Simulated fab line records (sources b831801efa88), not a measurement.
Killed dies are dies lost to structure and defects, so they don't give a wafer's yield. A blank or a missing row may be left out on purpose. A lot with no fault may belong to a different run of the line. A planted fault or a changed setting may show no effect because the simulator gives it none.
Struck lot and sound lot, side by side ; flow sky130 ; 18 steps out of a route of 708
Sound: these wafers, L592.3, L592.4, L592.6. The struck wafers were L597.1, L597.3, L597.4. The cause is given at the end.
For every step that has rows: the tool of each side, followed by ch and its chambers, followed by its first start. Under that, the readings that differ: sound wafers ; struck wafers ; difference of the means ; sigmas: that difference in standard deviations of wafers without a fault.
alike: readings whose means differ by less than 2 such deviations, and words and numbers that are the same on both sides. not compared: withheld readings, readings that some wafer has no value for, bounds like >300 that may hide the same value, and numbers for which the record gives no deviation and whose values overlap.
The two part at a step that has a row with sigmas, a row that says differs or no value, or rows on one side only. Numbers that don't overlap but have no deviation are shown without sigmas and don't part them. Lack of a reading on every wafer of one side parts them only where that side has two or more wafers.

first, 9 steps without rows for these wafers: SKY_CAP2M_CLEAN_17 (cleans in O3/DIW); SKY_METAL4_DEHYDRATE_05 (time 60 s); SKY_METAL4_HMDS_06 (prime time 60 s); SKY_METAL4_COAT_07 (resist thk 60 nm); SKY_METAL4_COAT_08 (resist thk 1140 nm); SKY_METAL4_SOFTBAKE_09 (time 90 s); SKY_METAL4_EXPOSE_10 (exposes mask MM4, target cd 300 nm); SKY_METAL4_PEB_11; SKY_METAL4_DEVELOP_12 (develop time 60 s).
SKY_METAL4_CD_MEAS_13 targets a cd of 300 nm.
  struck on cd-sem-02, day 45 20:08; sound on cd-sem-02, day 44 10:26
  alike: cd-nm
SKY_METAL4_OVL_MEAS_14:
  struck on overlay-02, day 45 20:15; sound on overlay-02, day 44 10:31
  alike: METAL4_OVL
SKY_METAL4_DESCUM_15: chemistry O2, time 8 s.
  sound on rie-metal-02 ch 0,1, day 44 10:34; struck on rie-metal-02 ch 1, day 45 20:17
  alike: drypump-motor-current-A, he-backside-leak-sccm, oes-product-au
  not compared: rf-hours-counter-h
SKY_METAL4_ETCH_16: etches BARC in N2/H2, stops on SiO2, time 88.2 s, target depth 60 nm.
  sound on rie-metal-02 ch 0,1, day 44 10:37; struck on rie-metal-02 ch 1, day 45 20:21
reading;sound;struck;difference;sigmas
he-backside-leak-sccm (sccm);3.25 3.24 3.37;3.75 3.83 3.60;+0.44;+2
oes-product-au (a.u.);0.620 0.618 0.632;0.997 0.992 0.992;+0.370;+82
run-length-s (s);117.2 116.9 116.7;61.9 61.7 61.7;-55.2;-99 or more
throttle-valve-pct (%);13.198 13.203 13.205;13.240 13.246 13.243;+0.041;+5
model.KrF-thick_of_METAL4_COAT_08.thk-nm (nm);1077 1079 1073;1106 1103 1102;+27;
model.METAL4.cd-nm (nm);300.9 302.4 300.6;310.1 308.5 308.2;+7.6;
model.etch.depth-nm (nm);59.84 60.21 60.1;55.5 55.71 55.26;-4.6;
  alike: drypump-motor-current-A
  not compared: rf-hours-counter-h
SKY_METAL4_ETCH_17: etches SiO2 in C4F8/O2/Ar, stops on TiN, time 3.9 s, target depth 15 nm.
  sound on rie-diel-02 ch 2,3, day 44 10:41; struck on rie-diel-01 ch 0,3, day 45 20:32
reading;sound;struck;difference;sigmas
oes-product-au (a.u.);0.749 0.758 0.755;0.717 0.727 0.723;-0.032;-4
  not compared: rf-hours-counter-h
SKY_METAL4_METAL_ETCH_18: etches the open film in Cl2/BCl3, stops on SiO2, target depth 845 nm, time 183.1 s.
  sound on rie-metal-01 ch 0,1, day 44 10:45; struck on rie-metal-01 ch 0,1, day 45 20:34
reading;sound;struck;difference;sigmas
oes-product-au (a.u.);0.864 0.871 0.872;0.819 0.826 0.816;-0.049;-7
model.KrF-thick_of_METAL4_COAT_08.thk-nm (nm);522.1 537.4 528;566.9 565.2 548.2;+30.9;
model.METAL4.cd-nm (nm);303.5 306.4 304.3;314.6 314.8 310.4;+8.5;
  alike: drypump-motor-current-A, he-backside-leak-sccm, run-length-s, throttle-valve-pct
  not compared: rf-hours-counter-h
SKY_METAL4_STRIP_19: strips in O2/N2.
  sound on plasma-asher-01 ch 0,1, day 44 10:55; struck on plasma-asher-01 ch 0,1, day 45 20:44
reading;sound;struck;difference;sigmas
strip-time-to-endpoint-s (s);6.47 6.62 6.55;6.91 6.92 6.74;+0.31;+4
  alike: drypump-motor-current-A, oes-product-au
  not compared: rf-hours-counter-h
then, 1 step without rows for these wafers: SKY_METAL4_STRIP_20 (strips in post etch residue remover, time 1200 s).
-- the record jumps here: 3 days lie between the struck wafers' starts before and after (it left off in module METAL4 and takes up again in module PAD_OPEN, whose first step shown is number 708 of the route) --
SKY_PAD_OPEN_PROBE_99:
  struck on prober-02, day 49 08:25; sound on prober-02, day 48 03:34
reading;sound;struck;difference;sigmas
defect-limited-yield (%);81.1 83.7 82.9;65.7 69.7 57.5;-18.3;-9
killed_at_M4_up;4 3 4;96 80 126;+97;+46
killed-dies;93 80 84;169 149 209;+90;+9
killed-on-rim;19 16 8;39 43 41;+27;+7
sort_bin_5_function (%);11.8 9.1 11.0;27.4 25.8 34.3;+18.5;+12
sort-n-pass;399 412 408;323 343 283;-90;-9
sort-yield-pct (%);81.1 83.7 82.9;65.7 69.7 57.5;-18.3;-9
model.etest.tester.sort-n-pass;399 412 408;323 343 283;-90;
model.etest.tester.sort-yield-pct (%);81.1 83.74 82.93;65.65 69.72 57.52;-18.29;
model.etest.tester.sort_bin_5_pct (%);11.79 9.146 10.98;27.44 25.81 34.35;+18.56;
model.etest.met4.width-nm (nm);305.2 305.4 299;314.4 312.6 306.1;+7.8;
model.etest.met4-comb.leak-log10-a-um;-11.94 -11.97 -12;-9.184 -9.151 -8.813;+2.921;
  alike: killed_at_M0_to_M3, killed-at-contacts, killed-at-front-end, killed-at-other, killed-open, killed-short, sort_bin_3_pad_short, sort_bin_6_memory

WHERE THEY PART
At SKY_METAL4_ETCH_16 first; at SKY_PAD_OPEN_PROBE_99 last (within this record only).

WHY: the cause the simulator had injected
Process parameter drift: rie-metal-02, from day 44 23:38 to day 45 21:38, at SKY_METAL4_ETCH_16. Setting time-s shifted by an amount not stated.
